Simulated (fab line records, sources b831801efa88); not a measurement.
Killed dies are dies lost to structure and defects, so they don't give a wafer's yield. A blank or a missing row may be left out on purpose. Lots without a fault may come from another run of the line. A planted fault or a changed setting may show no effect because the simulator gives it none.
Which tool did it? | flow sky130 | 13 lots, 39 wafers sampled, at 2 steps of a route of 708

WHAT THE GAUGES READ, wafer by wafer
The record holds no reading of a measuring or inspecting step that can be judged against a usual standard deviation.

WHICH TOOL RAN EACH LOT (tool, then ch and the chambers of the sampled wafers, then the start)
lot  | SKY_POLY_GATE_ETCH_15              | SKY_PAD_OPEN_PROBE_99
L466 | rie_diel-03 ch 0,2,3, day 16 23:19 | prober-02, day 46 12:35
L467 | rie_diel-03 ch 1,2,3, day 17 07:37 | prober-01, day 46 22:52
L468 | rie_diel-02 ch 0,3, day 17 18:23   | prober-02, day 47 08:32
L470 | rie_diel-03 ch 0,2,3, day 18 09:17 | prober-01, day 47 12:40
L474 | rie_diel-01 ch 0,1,3, day 19 20:28 | prober-02, day 48 12:43
L476 | rie_diel-01 ch 1,2,3, day 20 17:25 | prober-02, day 49 02:52
L479 | rie_diel-03 ch 0,1,2, day 21 14:46 | prober-02, day 49 14:31
L482 | rie_diel-03 ch 0,3, day 22 15:37   | prober-02, day 50 05:46
L483 | rie_diel-02 ch 1,2,3, day 22 19:01 | prober-01, day 50 07:29
L487 | rie_diel-03 ch 0,1,2, day 24 11:19 | prober-01, day 51 05:51
L486 | rie_diel-02 ch 0,1,3, day 24 17:14 | prober-02, day 51 08:40
L488 | rie_diel-01 ch 0,3, day 24 18:10   | prober-01, day 51 09:56
L489 | rie_diel-03 ch 0,2,3, day 25 05:28 | prober-02, day 51 14:35
- SKY_POLY_GATE_ETCH_15: etches BARC in N2/H2, stops on SiO2, time 118.5 s, target depth 110 nm.
- SKY_PAD_OPEN_PROBE_99

WHAT THE TOOLS THEMSELVES READ (means of the sampled wafers that have a number; where no wafer has one, the mark that the record gives instead)
SKY_POLY_GATE_ETCH_15.
lot  | tool        | chamber_pressure_mTorr (mTorr) | drypump_motor_current_A (A) | oes_product_au (a.u.) | throttle_valve_pct (%)
L466 | rie_diel-03 | 30.018                         | 5.7                         | 0.714                 | 13.214
L467 | rie_diel-03 | 30.009                         | 6.2                         | 0.714                 | 13.209
L468 | rie_diel-02 | 29.997                         | 5.8                         | 0.716                 | 13.209
L470 | rie_diel-03 | 29.990                         | 5.7                         | 0.716                 | 13.215
L474 | rie_diel-01 | 30.013                         | 5.8                         | 0.720                 | 13.203
L476 | rie_diel-01 | 32.013                         | 5.6                         | 0.714                 | 13.206
L479 | rie_diel-03 | 30.025                         | 6.2                         | 0.718                 | 13.216
L482 | rie_diel-03 | 30.004                         | 5.2                         | 0.715                 | 13.213
L483 | rie_diel-02 | 29.975                         | 5.8                         | 0.711                 | 13.202
L487 | rie_diel-03 | 29.994                         | 6.2                         | 0.712                 | 13.211
L486 | rie_diel-02 | 30.009                         | 5.7                         | 0.717                 | 13.217
L488 | rie_diel-01 | 29.978                         | 5.7                         | 0.720                 | 13.217
L489 | rie_diel-03 | 30.013                         | 5.7                         | 0.719                 | 13.214

SKY_PAD_OPEN_PROBE_99.
lot  | tool      | killed_at_M0_to_M3 | killed_at_M4_up | killed_at_contacts | killed_at_front_end | killed_at_other | killed_dies | killed_open | killed_short
L466 | prober-02 | 45                 | 2.3             | 29                 | 21                  | 0.3             | 98          | 54          | 44
L467 | prober-01 | 49                 | 1.7             | 31                 | 20                  | 0.0             | 101         | 57          | 43
L468 | prober-02 | 43                 | 4.7             | 22                 | 18                  | 0.0             | 88          | 45          | 43
L470 | prober-01 | 51                 | 2.7             | 25                 | 12                  | 0.0             | 91          | 53          | 38
L474 | prober-02 | 44                 | 4.3             | 20                 | 16                  | 0.3             | 85          | 50          | 35
L476 | prober-02 | 46                 | 4.7             | 20                 | 13                  | 0.0             | 83          | 41          | 42
L479 | prober-02 | 40                 | 3.0             | 29                 | 16                  | 0.3             | 88          | 47          | 41
L482 | prober-02 | 49                 | 4.3             | 22                 | 15                  | 0.7             | 90          | 49          | 41
L483 | prober-01 | 42                 | 1.3             | 20                 | 17                  | 0.0             | 80          | 41          | 39
L487 | prober-01 | 39                 | 2.0             | 23                 | 13                  | 0.3             | 77          | 42          | 35
L486 | prober-02 | 36                 | 4.3             | 26                 | 16                  | 0.0             | 82          | 46          | 36
L488 | prober-01 | 34                 | 3.3             | 24                 | 12                  | 0.3             | 74          | 45          | 29
L489 | prober-02 | 47                 | 1.7             | 21                 | 17                  | 0.3             | 87          | 41          | 46

THE ANSWER, worked out from the rows above alone
Rule: what is usual is taken from the lots themselves. Put in order of their means at a reading, lots are off if they are a third of the lots or fewer, leave a main group of 4 or more, and stand apart from it by a gap of 3 or more times the standard deviation of the main group's means; of several such gaps the widest counts. A main group whose means are all the same, to the digits that the tables above print for the reading, isn't used. A lot without any number at a reading at which 4 lots or more have one is off too. The other lots that the step has rows for count as sound. The gauges are gone through in route order, then the tools' own readings, and for those a lot's mean is taken as printed above. The first step at which some lot is off is used, and at that step the reading that is off furthest; a lot without a number counts as furthest.
Off: L476, at SKY_POLY_GATE_ETCH_15 (chamber_pressure_mTorr). The main group: mean 30.002 mTorr, standard deviation 0.015.
A tool fits if, at that step or a process step before it, it ran every lot that is off, and no sound lot after the first of them. None of those tried fits.

WHAT THE SIMULATOR HAD PUT IN
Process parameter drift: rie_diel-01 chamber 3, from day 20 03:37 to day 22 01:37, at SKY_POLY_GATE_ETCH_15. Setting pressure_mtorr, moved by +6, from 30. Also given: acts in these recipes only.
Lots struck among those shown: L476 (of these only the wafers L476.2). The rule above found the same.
